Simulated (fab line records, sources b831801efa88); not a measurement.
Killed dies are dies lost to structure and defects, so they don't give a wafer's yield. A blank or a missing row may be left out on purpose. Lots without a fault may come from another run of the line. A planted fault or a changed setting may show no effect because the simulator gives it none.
A sampling plan put to the test | flow gf180mcu | one fab line, 11 faults that these records tell of, each judged on the records of the lots that it struck
The plan is the line's own looks: the steps of the route at which a gauge or an inspection reads the wafer and doesn't change it. A look can be judged if struck wafers have a number there and the file gives its usual mean and standard deviation on fault-free wafers. Caught: at a look after the fault's first step, the mean of the struck wafers lies 4 or more of those standard deviations (sigma) from the usual mean. On the tool: the same test on the tool's own readings at the fault's steps. Another recipe on the struck wafers, or a record that is blank for them alone, also counts as caught.

THE FAULTS, as the simulator had put them in
1. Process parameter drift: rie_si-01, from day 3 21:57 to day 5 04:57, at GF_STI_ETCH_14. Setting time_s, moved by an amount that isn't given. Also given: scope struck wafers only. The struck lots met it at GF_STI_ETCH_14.
2. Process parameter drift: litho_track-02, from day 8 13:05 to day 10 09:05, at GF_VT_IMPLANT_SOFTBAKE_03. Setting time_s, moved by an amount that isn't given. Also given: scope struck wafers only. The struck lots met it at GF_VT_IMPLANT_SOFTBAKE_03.
3. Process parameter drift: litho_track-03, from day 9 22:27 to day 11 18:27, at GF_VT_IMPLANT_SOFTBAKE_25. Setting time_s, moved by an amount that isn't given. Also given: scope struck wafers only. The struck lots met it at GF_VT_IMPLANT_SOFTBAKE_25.
4. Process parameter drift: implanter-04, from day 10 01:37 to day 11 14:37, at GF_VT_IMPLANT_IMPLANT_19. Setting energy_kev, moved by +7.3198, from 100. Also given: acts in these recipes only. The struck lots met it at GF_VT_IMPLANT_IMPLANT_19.
5. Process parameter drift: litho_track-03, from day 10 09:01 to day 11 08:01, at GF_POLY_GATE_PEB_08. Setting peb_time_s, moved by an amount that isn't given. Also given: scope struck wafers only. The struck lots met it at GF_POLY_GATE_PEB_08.
6. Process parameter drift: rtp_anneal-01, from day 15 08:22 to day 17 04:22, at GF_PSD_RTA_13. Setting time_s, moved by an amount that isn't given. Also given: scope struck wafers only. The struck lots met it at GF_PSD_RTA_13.
7. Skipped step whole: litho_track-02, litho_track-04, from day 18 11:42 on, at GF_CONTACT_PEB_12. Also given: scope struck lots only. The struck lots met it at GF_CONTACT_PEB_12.
8. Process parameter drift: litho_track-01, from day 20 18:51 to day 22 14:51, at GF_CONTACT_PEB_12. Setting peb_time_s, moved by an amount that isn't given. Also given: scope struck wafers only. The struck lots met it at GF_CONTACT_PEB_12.
9. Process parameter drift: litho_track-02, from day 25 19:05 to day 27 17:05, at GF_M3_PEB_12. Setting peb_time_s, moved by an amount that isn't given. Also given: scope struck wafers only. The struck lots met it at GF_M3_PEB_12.
10. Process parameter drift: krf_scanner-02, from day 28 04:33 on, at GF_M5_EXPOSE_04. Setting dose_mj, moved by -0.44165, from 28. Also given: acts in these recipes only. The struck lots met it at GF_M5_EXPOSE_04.
11. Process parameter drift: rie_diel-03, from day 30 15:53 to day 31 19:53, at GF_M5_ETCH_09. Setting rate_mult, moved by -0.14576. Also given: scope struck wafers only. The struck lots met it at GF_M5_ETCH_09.

WHAT THE PLAN SAW
fault | on the tool itself                               | first look that catches it                      | reading, sigma | median hours from its first step to that look | hours from the fault's start to the first struck lot there | judged looks passed uncaught
1     | run_length_s +30 sigma                           | no look after it can be judged                  | -              | -                                             | -                                                          | 0
2     | heater_power_total_W +56 sigma                   | no look after it can be judged                  | -              | -                                             | -                                                          | 0
3     | heater_power_total_W +42 sigma                   | none of the 2 looks that can be judged after it | -              | -                                             | -                                                          | 2
4     | beam_energy_keV +99 or beyond sigma              | no look after it can be judged                  | -              | -                                             | -                                                          | 0
5     | heater_power_total_W +53 sigma                   | not the one look that can be judged after it    | -              | -                                             | -                                                          | 1
6     | run_length_s +5.8 sigma                          | no look after it can be judged                  | -              | -                                             | -                                                          | 0
7     | the tool's record is blank for the struck wafers | no look after it can be judged                  | -              | -                                             | -                                                          | 0
8     | heater_power_total_W +32 sigma                   | no look after it can be judged                  | -              | -                                             | -                                                          | 0
9     | heater_power_total_W +9.2 sigma                  | no look after it can be judged                  | -              | -                                             | -                                                          | 0
10    | exposure_dose_mJ_cm2 -12 sigma                   | no look after it can be judged                  | -              | -                                             | -                                                          | 0
11    | oes_product_au -5.0 sigma                        | no look after it can be judged                  | -              | -                                             | -                                                          | 0
A dash: the fault isn't caught, or these records don't give the number.

Caught at a look: 0 of 11. Caught on the tool: 11 of 11. By one or the other: 11 of 11.
Caught on the tool alone: faults 1, 2, 3, 4, 5, 6, 7, 8, 9, 10, 11.
